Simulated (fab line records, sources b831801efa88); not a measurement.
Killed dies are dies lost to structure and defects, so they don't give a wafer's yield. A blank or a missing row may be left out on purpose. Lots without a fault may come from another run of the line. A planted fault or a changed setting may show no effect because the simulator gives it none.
Which tool did it? | flow gf180mcu | 11 lots, 32 wafers sampled, at 5 steps of a route of 602

WHAT THE GAUGES READ, wafer by wafer
GF_V5_CD_MEAS_14: target cd 260 nm. Usual: cd_nm 259.7 nm, standard deviation 1.4.
lot  | measured     | on        | cd_nm (nm)        | flag
L412 | day 26 23:30 | cd_sem-02 | 259.9 259.8 260.1 |
L413 | day 27 10:18 | cd_sem-02 | 261.4 262.2 262.0 |
L414 | day 27 20:23 | cd_sem-01 | 260.9 260.8 261.5 |
L416 | day 28 08:40 | cd_sem-01 | 260.3 260.4 260.3 |
L420 | day 29 15:17 | cd_sem-01 | 258.3 259.0 258.9 |
L421 | day 30 01:14 | cd_sem-01 | 259.1 259.3 258.3 |
L422 | day 30 07:02 | cd_sem-01 | 257.8 256.2 258.3 |
L428 | day 31 19:58 | cd_sem-02 | 261.1 260.2       |
L432 | day 33 01:14 | cd_sem-02 | 259.8 259.2 259.8 |
L433 | day 33 07:10 | cd_sem-01 | 260.2 260.7 259.8 |
L435 | day 33 14:20 | cd_sem-02 | 258.9 260.1 259.3 |

WHICH TOOL RAN EACH LOT (tool, then ch and the chambers of the sampled wafers, then the start)
lot  | GF_V4_ETCH_16                      | GF_MIM_CVD_05                   | GF_M5_METAL_ETCH_10               | GF_M5_STRIP_11
L412 | rie_diel-03 ch 0,1,3, day 24 05:34 | pecvd-02 ch 0,2, day 24 07:11   | rie_metal-02 ch 0,1, day 26 01:52 | plasma_asher-01 ch 0,1, day 26 01:59
L413 | rie_diel-01 ch 1,2,3, day 24 16:08 | pecvd-04 ch 0,1,2, day 24 17:43 | rie_metal-02 ch 0,1, day 26 13:03 | plasma_asher-01 ch 0,1, day 26 13:10
L414 | rie_diel-04 ch 1,2, day 25 02:56   | pecvd-04 ch 1,2, day 25 04:31   | rie_metal-03 ch 0,1, day 26 22:55 | plasma_asher-04 ch 0,1, day 26 23:03
L416 | rie_diel-03 ch 0,1,2, day 25 15:55 | pecvd-01 ch 1,2, day 25 17:30   | rie_metal-01 ch 1, day 27 11:25   | plasma_asher-01 ch 0,1, day 27 11:41
L420 | rie_diel-01 ch 0,1,3, day 27 02:01 | pecvd-04 ch 0,1, day 27 03:42   | rie_metal-03 ch 0,1, day 28 19:56 | plasma_asher-01 ch 0,1, day 28 20:04
L421 | rie_diel-04 ch 0,1,2, day 27 12:22 | pecvd-02 ch 1,2, day 27 13:56   | rie_metal-01 ch 0,1, day 29 05:26 | plasma_asher-02 ch 0,1, day 29 05:34
L422 | rie_diel-03 ch 1,2,3, day 27 19:11 | pecvd-04 ch 1,2, day 27 20:48   | rie_metal-03 ch 0,1, day 29 11:33 | plasma_asher-02 ch 0,1, day 29 11:41
L428 | rie_diel-03 ch 2,3, day 29 10:40   | pecvd-04 ch 0,2, day 29 12:18   | rie_metal-01 ch 0,1, day 31 01:21 | plasma_asher-04 ch 0, day 31 01:29
L432 | rie_diel-01 ch 0,3, day 30 20:01   | pecvd-01 ch 0,2, day 30 21:38   | rie_metal-02 ch 1, day 32 07:54   | plasma_asher-02 ch 0,1, day 32 08:02
L433 | rie_diel-01 ch 1,2, day 31 01:28   | pecvd-02 ch 0,1,2, day 31 03:04 | rie_metal-02 ch 0,1, day 32 14:01 | plasma_asher-02 ch 0,1, day 32 14:08
L435 | rie_diel-04 ch 1,2,3, day 31 10:25 | pecvd-04 ch 0,2, day 31 12:00   | rie_metal-03 ch 0,1, day 32 21:37 | plasma_asher-02 ch 0,1, day 32 21:45
- GF_V4_ETCH_16: etches BARC in N2/H2.
- GF_MIM_CVD_05: deposits Si3N4, target thk 42 nm, time 29.086 s.
- GF_M5_METAL_ETCH_10: etches the open film in Cl2/BCl3, stops on SiO2, target depth 750.8 nm, time 125.1 s.
- GF_M5_STRIP_11: strips in O2/N2.

WHAT THE TOOLS THEMSELVES READ (means of the sampled wafers that have a number; where no wafer has one, the mark that the record gives instead)
GF_V4_ETCH_16. Usual: drypump_motor_current_A 5.8 A, standard deviation 0.39; oes_product_au 0.854 a.u., standard deviation 0.0046; throttle_valve_pct 13.225 %, standard deviation 0.0085.
lot  | tool        | drypump_motor_current_A (A) | oes_product_au (a.u.) | throttle_valve_pct (%) | flag
L412 | rie_diel-03 | 5.7                         | 0.855                 | 13.221                 |
L413 | rie_diel-01 | 5.9                         | 0.858                 | 13.225                 |
L414 | rie_diel-04 | 5.8                         | 0.854                 | 13.222                 |
L416 | rie_diel-03 | 5.9                         | 0.856                 | 13.226                 |
L420 | rie_diel-01 | 5.9                         | 0.853                 | 13.231                 |
L421 | rie_diel-04 | 5.7                         | 0.860                 | 13.228                 |
L422 | rie_diel-03 | 5.9                         | 0.858                 | 13.219                 |
L428 | rie_diel-03 | 5.9                         | 0.855                 | 13.223                 |
L432 | rie_diel-01 | 5.7                         | 0.852                 | 13.218                 |
L433 | rie_diel-01 | 5.6                         | 0.852                 | 13.218                 |
L435 | rie_diel-04 | 5.9                         | 0.857                 | 13.224                 |

GF_MIM_CVD_05. Usual: heater_power_w 657 W, standard deviation 120.
lot  | tool     | heater_power_w (W) | flag
L412 | pecvd-02 | 519                |
L413 | pecvd-04 | 654                |
L414 | pecvd-04 | 672                |
L416 | pecvd-01 | 583                |
L420 | pecvd-04 | 719                |
L421 | pecvd-02 | 673                |
L422 | pecvd-04 | 653                |
L428 | pecvd-04 | 654                |
L432 | pecvd-01 | 534                |
L433 | pecvd-02 | 658                |
L435 | pecvd-04 | 667                |

GF_M5_METAL_ETCH_10. Usual: drypump_motor_current_A 5.68 A, standard deviation 0.18; oes_product_au 0.987 a.u., standard deviation 0.0064; throttle_valve_pct 28.232 %, standard deviation 0.0099.
lot  | tool         | drypump_motor_current_A (A) | oes_product_au (a.u.) | throttle_valve_pct (%) | flag
L412 | rie_metal-02 | 5.88                        | 0.981                 | 28.239                 |
L413 | rie_metal-02 | 5.90                        | 0.984                 | 28.233                 |
L414 | rie_metal-03 | 5.49                        | 0.991                 | 28.220                 |
L416 | rie_metal-01 | 5.54                        | 0.994                 | 28.230                 |
L420 | rie_metal-03 | 5.49                        | 0.993                 | 28.235                 |
L421 | rie_metal-01 | 5.56                        | 0.984                 | 28.244                 |
L422 | rie_metal-03 | 5.58                        | 0.995                 | 28.225                 |
L428 | rie_metal-01 | 5.56                        | 0.998                 | 28.220                 |
L432 | rie_metal-02 | 5.91                        | 0.987                 | 28.235                 |
L433 | rie_metal-02 | 5.90                        | 0.991                 | 28.232                 |
L435 | rie_metal-03 | 5.59                        | 0.990                 | 28.225                 |

GF_M5_STRIP_11. Usual: drypump_motor_current_A 5.7 A, standard deviation 0.51; heater_power_w 296 W, standard deviation 12; oes_product_au 0.524 a.u., standard deviation 0.0049; platen_temp_c 249.99 C, standard deviation 0.17; strip_time_to_endpoint_s 7.06 s, standard deviation 0.045.
lot  | tool            | drypump_motor_current_A (A) | heater_power_w (W) | oes_product_au (a.u.) | platen_temp_c (C) | strip_time_to_endpoint_s (s) | flag
L412 | plasma_asher-01 | 5.3                         | 281                | 0.523                 | 250.04            | 7.07                         |
L413 | plasma_asher-01 | 5.3                         | 279                | 0.524                 | 250.06            | 7.04                         |
L414 | plasma_asher-04 | 6.1                         | 300                | 0.523                 | 249.84            | 7.00                         |
L416 | plasma_asher-01 | 5.3                         | 274                | 0.522                 | 250.00            | 7.01                         |
L420 | plasma_asher-01 | 5.3                         | 279                | 0.523                 | 249.88            | 7.05                         |
L421 | plasma_asher-02 | 6.0                         | 308                | 0.523                 | 249.85            | 7.10                         |
L422 | plasma_asher-02 | 6.0                         | 307                | 0.524                 | 250.00            | 7.01                         |
L428 | plasma_asher-04 | 6.5                         | 302                | 0.501                 | 250.01            | 6.42                         | OFF
L432 | plasma_asher-02 | 6.0                         | 308                | 0.519                 | 250.02            | 7.10                         |
L433 | plasma_asher-02 | 6.0                         | 308                | 0.526                 | 249.99            | 7.04                         |
L435 | plasma_asher-02 | 5.8                         | 302                | 0.523                 | 249.83            | 7.07                         |

THE ANSWER, worked out from the rows above alone
Rule: a lot is off if the mean of its wafers that have a number lies more than 3 standard deviations from the usual mean. A lot without any number at a reading at which 4 lots or more have one is off too. The other lots that the step has rows for count as sound. The gauges are gone through in route order, then the tools' own readings, and for those a lot's mean is taken as printed above. The first step at which some lot is off is used, and at that step the reading that is off furthest; a lot without a number counts as furthest.
Off: L428, at GF_M5_STRIP_11 (strip_time_to_endpoint_s).
A tool fits if, at that step or a process step before it, it ran every lot that is off, and no sound lot after the first of them. Can't be told from this: 3 tools fit, rie_diel-03 at GF_V4_ETCH_16, rie_metal-01 at GF_M5_METAL_ETCH_10, plasma_asher-04 at GF_M5_STRIP_11.

WHAT THE SIMULATOR HAD PUT IN
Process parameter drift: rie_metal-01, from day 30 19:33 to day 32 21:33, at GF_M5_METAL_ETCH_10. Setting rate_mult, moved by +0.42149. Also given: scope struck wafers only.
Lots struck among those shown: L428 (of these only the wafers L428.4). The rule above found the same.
